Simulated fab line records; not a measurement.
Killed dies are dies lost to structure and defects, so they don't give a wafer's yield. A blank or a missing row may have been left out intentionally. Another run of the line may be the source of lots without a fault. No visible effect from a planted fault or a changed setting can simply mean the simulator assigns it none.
A lot that was struck, set against a sound lot | flow sky130 | 15 out of 708 route steps
Sound: these wafers, L441.1, L441.2, L441.5. Wafers L449.3, L449.5, L449.6 were the ones struck. Last of all comes the cause.
Order at every step that has rows: each side's tool, ch and its chambers, its first start. Under that, the readings that differ: sound wafers | struck wafers | difference of the means | sigmas: that difference in standard deviations of wafers without a fault.
alike: same words and numbers on both sides, and readings whose means sit less than 2 such deviations apart. not compared: any withheld reading, any reading some wafer has no value for, any bound like >300 that may hide the same value, and any number with overlapping values for which the record gives no deviation.
Wherever a step has rows on one side only, a row that says differs or no value, or a row with sigmas, the two part there. Numbers that have no deviation but don't overlap get no sigmas and don't part them. A reading missing from all wafers of one side parts the sides only when that side holds two or more wafers.

first, 5 steps without rows for these wafers: SKY_SONOS_TUNNEL_COAT_02 (resist thk 1140 nm); SKY_SONOS_TUNNEL_SOFTBAKE_03 (time 60 s); SKY_SONOS_TUNNEL_EXPOSE_04 (exposes mask TUNM, target cd 410 nm); SKY_SONOS_TUNNEL_PEB_05; SKY_SONOS_TUNNEL_DEVELOP_06 (develop time 60 s).
SKY_SONOS_TUNNEL_CD_MEAS_07 targets a cd of 410 nm.
  sound on cd sem-01 at day 14 19:58; struck on cd sem-01 at day 17 21:24
  alike: cd nm
SKY_SONOS_TUNNEL_OVL_MEAS_08:
  sound on overlay-02 at day 14 20:05; struck on overlay-01 at day 17 21:29
  alike: SONOS_TUNNEL_OVL
then, 3 steps without rows for these wafers: SKY_SONOS_TUNNEL_IMPLANT_09; SKY_SONOS_TUNNEL_WET_ETCH_10 (etches SiO2 in dHF, target depth 14 nm, time 280 s); SKY_SONOS_TUNNEL_STRIP_11 (strips in SPM, time 600 s).
SKY_SONOS_TUNNEL_TW_MEAS_12:
  sound on film metro-01 at day 14 20:32; struck on film metro-03 at day 17 21:58
  alike: SONOS_TUNNEL_TW
then, 1 step without rows for these wafers: SKY_SONOS_TUNNEL_CLEAN_13 (cleans in dHF, time 20 s).
SKY_SONOS_ONO_OXIDATION_00: stabilise 600 s, purge 300 s, target thk 2.6 nm.
  sound on furnace-02 ch 0, day 14 22:25; struck on furnace-02 ch 0, day 17 22:01
  reading                   | sound             | struck            | difference | sigmas
  spike tc centre C (C)     | 801.1 803.7 802.6 | 805.7 805.6 807.3 | +3.7       | +2
  spike tc upper C (C)      | 800.7 798.7 802.2 | 768.3 767.8 767.5 | -32.7      | -30
  zone power centre pct (%) | 15.9 15.8 15.6    | 20.6 21.2 20.7    | +5.1       | +3
  zone power top pct (%)    | 27.8 27.3 27.8    | 32.6 34.0 33.5    | +5.7       | +11
  zone power upper pct (%)  | 13.4 13.6 13.6    | 3.8 3.8 3.8       | -9.7       | -7
SKY_SONOS_ONO_THK_MEAS_01:
  sound on film metro-02 at day 14 23:46; struck on film metro-03 at day 17 23:23
  reading                      | sound          | struck         | difference | sigmas
  SONOS_ONO_OXIDATION_THK (nm) | 2.70 2.70 2.66 | 2.56 2.54 2.60 | -0.12      | -2
SKY_PAD_OPEN_PROBE_99:
  the record holds rows for the sound wafers here (prober-02, day 48 11:38) but none for the struck ones

## WHERE THEY PART
At SKY_SONOS_ONO_OXIDATION_00 first; at SKY_PAD_OPEN_PROBE_99 last (within this record only).

WHY: what the simulator had put in
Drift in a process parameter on furnace-02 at SKY_SONOS_ONO_OXIDATION_00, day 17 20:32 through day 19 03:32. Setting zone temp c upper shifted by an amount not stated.
